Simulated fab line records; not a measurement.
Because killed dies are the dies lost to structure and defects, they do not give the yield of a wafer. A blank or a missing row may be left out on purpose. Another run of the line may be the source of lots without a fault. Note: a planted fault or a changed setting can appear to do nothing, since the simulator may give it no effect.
8D (eight disciplines) problem report, filled in by code || flow gf180mcu || the parts of the form that need people (team, actions taken, sign-off) are left out

## 1. THE PROBLEM
Wafers without a fault read 230.2 nm, standard deviation 1.2; cd_nm at GF_M1_CD_MEAS_14 reads a mean of 241.1 nm on 9 wafers belonging to 3 lots. Measured from the usual mean, that is +9.1 standard deviations.
The step: target cd 230 nm.
Seen first at day 23 07:10 on cd_sem-02, wafer L948.3. The record has a number at this step for 36 wafers belonging to 12 lots. The rule behind "out" and "out of limits": a value lying over 4 standard deviations away from the usual mean. Any other wafer with a number is counted as sound.

## 2. WHAT IT IS, AND WHAT IT ISN'T
{"question": "which readings at this step", "is": "cd_nm", "is not": "-"}
{"question": "which lots", "is": "L948, L949, L950", "is not": "L931, L932, L935, L937, L938, L939, L940, L947, L953"}
{"question": "which wafers of those lots", "is": "all that have a number", "is not": "-"}
{"question": "read on which gauges", "is": "cd_sem-02", "is not": "cd_sem-01"}
{"question": "when", "is": "from day 23 07:10", "is not": "up to then (24 sound wafers); but 3 sound wafers of L953 came after"}

## 3. SUSPECTS, AND WHAT RULES EACH OUT
Counting: any tool at a process step up to the reading is kept as a suspect provided that every lot that is out went through it and no sound lot did after the first of them.
- the gauge at GF_M1_CD_MEAS_14: ruled out. All the wafers that are out were read on cd_sem-02, but those of them that GF_M1_EXPOSE_11 has rows for are out there too, on other tools.
- krf_scanner-01 at GF_M1_EXPOSE_11 (exposes mask Metal1, target cd 230 nm): kept. Every lot that is out went through it, starting with L948 (day 22 19:20), and after that it ran no sound lot; the last sound lot it ran before then is L938 (day 19 00:11). On those wafers its own readings are out: exposure_dose_mJ_cm2.
Remaining after the count: krf_scanner-01 at GF_M1_EXPOSE_11.

## 4. THE CAUSE (what the simulator had put in)
Process parameter drift: krf_scanner-01, from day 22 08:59 on, at GF_M1_EXPOSE_11. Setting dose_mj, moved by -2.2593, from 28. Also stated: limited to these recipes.
Only this tool survived the counting.

## 5. THE EFFECT CHAIN, in route order
Each row: a reading where the mean over the struck wafers with a number is more than 3 standard deviations away from the usual. Scope: only readings with a usual standard deviation given in the record; hours: median across lots of the time from each lot's start at the first step in this table that gives one to its start at this step; sigmas: change in usual standard deviations.
{"hours": 0, "step": "GF_M1_EXPOSE_11", "reading": "exposure_dose_mJ_cm2", "usual": 27.984, "on struck wafers": 25.985, "change": -1.999, "sigmas": -74}
{"hours": 11, "step": "GF_M1_CD_MEAS_14", "reading": "cd_nm", "usual": "230.2 nm", "on struck wafers": 241.1, "change": "+10.9", "sigmas": "+9.1"}
The process steps in it:
- GF_M1_EXPOSE_11: exposes mask Metal1, target cd 230 nm.
Later steps that measure or inspect, where all struck wafers having a row at the step show a number for every such reading and not one has moved that far: GF_M1_OVL_MEAS_15.

## 6. WHAT WOULD HAVE CAUGHT IT SOONER
Counted from the fault's start at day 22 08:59, it took 22 hours until the first out-of-limits reading at a measuring or inspecting step in this record, taken at day 23 07:10.
The tool's own readings at GF_M1_EXPOSE_11 were out on every struck wafer that the step has a row for (exposure_dose_mJ_cm2): an alarm limit on them would have fired on the first of those.
Lots out: 3; of these, L950 started GF_M1_EXPOSE_11 on krf_scanner-01 after day 23 07:10. A hold on the tool at that time would have spared it.
